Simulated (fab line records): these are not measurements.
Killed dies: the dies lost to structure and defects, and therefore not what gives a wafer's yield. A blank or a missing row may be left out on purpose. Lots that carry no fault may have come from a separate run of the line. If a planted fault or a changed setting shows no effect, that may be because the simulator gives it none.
Struck lot and sound lot, side by side ; flow sky130 ; 17 steps out of a route of 708
Sound: these wafers, L601.1, L601.3, L601.6. The struck wafers were L595.1, L595.2, L595.4. At the end, the cause is stated.
At each step with rows: each side's tool, then ch and its chambers, then its first start. Under that, the readings that differ: sound wafers ; struck wafers ; difference of the means ; sigmas: that difference in standard deviations of wafers without a fault.
alike: readings whose means differ by less than 2 such deviations, and words and numbers that are the same on both sides. not compared: withheld readings, readings that some wafer has no value for, bounds like >300 that may hide the same value, and numbers for which the record gives no deviation and whose values overlap.
Wherever a step has rows on one side only, a row that says differs or no value, or a row with sigmas, the two part there. Numbers that have no deviation but don't overlap get no sigmas and don't part them. Lack of a reading on every wafer of one side parts them only where that side has two or more wafers.

SKY_LDD_HVN_OVL_MEAS_07:
  struck on overlay-01, day 23 23:25; sound on overlay-01, day 26 05:13
  alike: LDD_HVN_OVL
after that, 1 step had no rows for these wafers: SKY_LDD_HVN_IMPLANT_08.
SKY_LDD_HVN_STRIP_09: strips in O2/N2.
  sound on plasma-asher-04 ch 0, day 26 05:25; struck on plasma-asher-04 ch 0,1, day 23 23:36
  alike: drypump-motor-current-A, oes-product-au, strip-time-to-endpoint-s
  not compared: rf-hours-counter-h
SKY_LDD_HVN_TW_MEAS_10:
  struck on film-metro-01, day 23 23:42; sound on film-metro-04, day 26 05:31
  alike: LDD_HVN_TW
then, 7 steps without rows for these wafers: SKY_LDD_HVP_DEHYDRATE_00 (time 60 s); SKY_LDD_HVP_HMDS_01 (prime time 60 s); SKY_LDD_HVP_COAT_02 (resist thk 300 nm); SKY_LDD_HVP_SOFTBAKE_03 (time 60 s); SKY_LDD_HVP_EXPOSE_04 (exposes mask HVPTM, target cd 700 nm); SKY_LDD_HVP_PEB_05; SKY_LDD_HVP_DEVELOP_06 (develop time 60 s).
SKY_LDD_HVP_OVL_MEAS_07:
  struck on overlay-02, day 25 05:38; sound on overlay-01, day 27 11:49
  alike: LDD_HVP_OVL
SKY_LDD_HVP_IMPLANT_08:
  sound on implanter-04 ch 0, day 27 11:51; struck on implanter-03 ch 0, day 25 05:40
reading;sound;struck;difference;sigmas
beam-energy-keV;19.998 20.000 19.995;24.725 24.720 24.734;+4.729;+99 or more
model.implant.rp-nm (nm);62.57 62.57 62.57;75.1 75.1 75.1;+12.5;
model.implant.drp-nm (nm);28.53 28.53 28.53;35.43 35.43 35.43;+6.90;
  alike: dose-ions-cm2
SKY_LDD_HVP_STRIP_09: strips in O2/N2.
  sound on plasma-asher-04 ch 0,1, day 27 12:00; struck on plasma-asher-01 ch 0,1, day 25 05:49
  alike: drypump-motor-current-A, oes-product-au, strip-time-to-endpoint-s
  not compared: rf-hours-counter-h
SKY_LDD_HVP_TW_MEAS_10:
  struck on film-metro-02, day 25 05:55; sound on film-metro-03, day 27 12:06
reading;sound;struck;difference;sigmas
LDD_HVP_TW;459.2 457.6 457.8;479.4 479.5 481.8;+22.0;+8
then, 1 step without rows for these wafers: SKY_LDD_LDN_DEHYDRATE_00 (time 60 s).
-- a jump in the record: the struck wafers' starts before and after are 23 days apart (it breaks off in module LDD_LDN and resumes in module PAD_OPEN, where the first step shown is number 708 of the route) --
SKY_PAD_OPEN_PROBE_99:
  struck on prober-02, day 48 06:35; sound on prober-01, day 49 19:28
reading;sound;struck;difference;sigmas
model.etest.tip_p_5v.rs-ohm-sq;2826 2871 2872;2765 2744 2747;-104;
model.etest.pfet-g5v0d10v5.drive-ua-um;342.1 342.2 334.6;348 343 352.2;+8;
model.etest.pfet-g5v0d10v5.off-log10-a-um;-12.57 -12.35 -12.66;-11.77 -11.98 -11.96;+0.62;
model.etest.pfet-g5v0d10v5.vt-sat-v (V);-0.6359 -0.6356 -0.6613;-0.5617 -0.5855 -0.5699;+0.0719;
  alike: killed_at_M0_to_M3, killed_at_M4_up, killed-at-contacts, killed-at-front-end, killed-at-other, killed-dies, killed-open, killed-short

== WHERE THEY PART ==
At SKY_LDD_HVP_IMPLANT_08 first; at SKY_LDD_HVP_TW_MEAS_10 last (within this record only). Later steps at which nothing parts them and some readings are alike: SKY_PAD_OPEN_PROBE_99.

WHY: whatever the simulator had introduced
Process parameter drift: implanter-03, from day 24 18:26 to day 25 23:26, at SKY_LDD_HVP_IMPLANT_08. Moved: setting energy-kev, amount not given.
